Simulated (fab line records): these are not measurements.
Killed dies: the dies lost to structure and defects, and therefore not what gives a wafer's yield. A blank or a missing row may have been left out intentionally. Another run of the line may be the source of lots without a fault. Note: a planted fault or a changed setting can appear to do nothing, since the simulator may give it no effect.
2 desks, one fault / flow sky130 / every desk sees just its own numbers, and what lay behind them comes last

## METROLOGY DESK
What the gauges read, lot by lot, whatever tool the lot ran on: means of the sampled wafers that have a number. The brackets show how far a lot's mean lies from the usual mean; more than 4 standard deviations puts the lot out of limits, marked OUT.
Columns: A = cdNm at SKY_SONOS_TUNNEL_CD_MEAS_07, usual 409.9 nm; B = SONOS_ONO_OVL at SKY_SONOS_ONO_OVL_MEAS_14, usual 0.5 nm; C = POLY_GATE_OXIDATION_THK at SKY_POLY_GATE_THK_MEAS_21, usual 3.98 nm
lot=L794; first seen here=day 11 01:01; A=410.0; B=0.3; C=3.98
lot=L799; first seen here=day 14 03:07; A=411.4; B=1.8; C=5.06 (+13) OUT
lot=L800; first seen here=day 14 03:24; A=407.2; B=0.8; C=5.12 (+14) OUT
lot=L801; first seen here=day 14 06:05; A=413.5; B=1.4; C=5.05 (+13) OUT
lot=L805; first seen here=day 16 15:04; A=409.3; B=2.3; C=3.95
lot=L808; first seen here=day 17 02:05; A=412.7; B=-0.4; C=3.93
lot=L810; first seen here=day 17 07:34; A=410.5; B=-1.9; C=3.99
lot=L809; first seen here=day 17 08:59; A=408.0; B=-1.3; C=4.04
lot=L811; first seen here=day 17 21:47; A=409.5; B=-0.5; C=4.07
lot=L812; first seen here=day 17 22:05; A=407.4; B=1.3; C=3.93
lot=L816; first seen here=day 18 15:11; A=412.9; B=2.0; C=3.99
Per this desk, out of limits: L799, L800, L801; the first was L799, day 19 15:10 (POLY_GATE_OXIDATION_THK at SKY_POLY_GATE_THK_MEAS_21). Within limits: L794, L805, L808, L810, L809, L811, L812, L816.

## FOR THE TOOL OWNER'S DESK: furnace-01
The tool's own readings at SKY_POLY_GATE_OXIDATION_20 (stabilise 600 s, purge 300 s, target thk 4 nm): means of the sampled wafers that have a number, for each lot that ran on this tool. The brackets show how far a lot's mean lies from the usual mean; more than 4 standard deviations puts the lot out of limits, marked OUT. Readings shown: 7 out of 9 (the first out of limits, and those lying furthest out on some lot).
Columns: A = spikeTcBottomC at SKY_POLY_GATE_OXIDATION_20, usual 871 C; B = spikeTcCentreC at SKY_POLY_GATE_OXIDATION_20, usual 849.8 C; C = spikeTcLowerC at SKY_POLY_GATE_OXIDATION_20, usual 849.8 C; D = spikeTcTopC at SKY_POLY_GATE_OXIDATION_20, usual 863.6 C; E = spikeTcUpperC at SKY_POLY_GATE_OXIDATION_20, usual 848.6 C; F = tubeCenterTempC at SKY_POLY_GATE_OXIDATION_20, usual 850 C; G = tube_center_temp_C_max at SKY_POLY_GATE_OXIDATION_20, usual 852.2
lot=L794; first seen here=day 16 22:44; A=873; B=850.1; C=850.0; D=862.7; E=849.1; F=850; G=852.3
lot=L799; first seen here=day 19 13:55; A=893 (+5.7) OUT; B=869.1 (+18) OUT; C=868.3 (+17) OUT; D=882.5 (+17) OUT; E=867.5 (+17) OUT; F=869 (+99 or more) OUT; G=871.8 (+59) OUT
lot=L800; first seen here=day 19 19:23; A=892 (+5.5) OUT; B=868.6 (+17) OUT; C=867.6 (+16) OUT; D=883.1 (+18) OUT; E=869.0 (+19) OUT; F=869 (+99 or more) OUT; G=871.8 (+59) OUT
lot=L801; first seen here=day 19 19:23; A=893 (+5.7) OUT; B=869.2 (+18) OUT; C=868.8 (+17) OUT; D=882.5 (+17) OUT; E=868.6 (+18) OUT; F=869 (+99 or more) OUT; G=871.9 (+60) OUT
lot=L808; first seen here=day 22 18:56; A=874; B=850.5; C=848.6; D=863.9; E=848.1; F=850; G=852.3
lot=L810; first seen here=day 22 23:58; A=874; B=850.7; C=849.8; D=864.1; E=849.3; F=850; G=852.2
lot=L809; first seen here=day 23 02:37; A=874; B=849.6; C=849.9; D=864.9; E=849.1; F=850; G=852.1
lot=L811; first seen here=day 23 15:58; A=874; B=849.5; C=849.1; D=864.3; E=849.4; F=850; G=852.0
lot=L816; first seen here=day 24 06:25; A=875; B=850.5; C=848.6; D=864.2; E=848.4; F=850; G=852.0
This desk's verdict: out of limits on L799, L800, L801, starting with L799 at day 19 13:55 (spikeTcBottomC at SKY_POLY_GATE_OXIDATION_20). Within limits: L794, L808, L810, L809, L811, L816.

## PUT TOGETHER
An alarm could have come from the tool owner's desk at day 19 13:55, on L799, L800, L801.
At day 19 15:10 the metrology desk could have sounded an alarm, on L799, L800, L801.
SKY_POLY_GATE_OXIDATION_20 was run on furnace-01 by each of the lots named.

## WHAT THE SIMULATOR PUT IN
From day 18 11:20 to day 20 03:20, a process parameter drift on furnace-01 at SKY_POLY_GATE_OXIDATION_20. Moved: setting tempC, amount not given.
Lots struck among those shown: L799, L800, L801.
Time in hours from fault onset to the first out-of-limits reading at each desk: tool owner's desk 27, metrology desk 28.
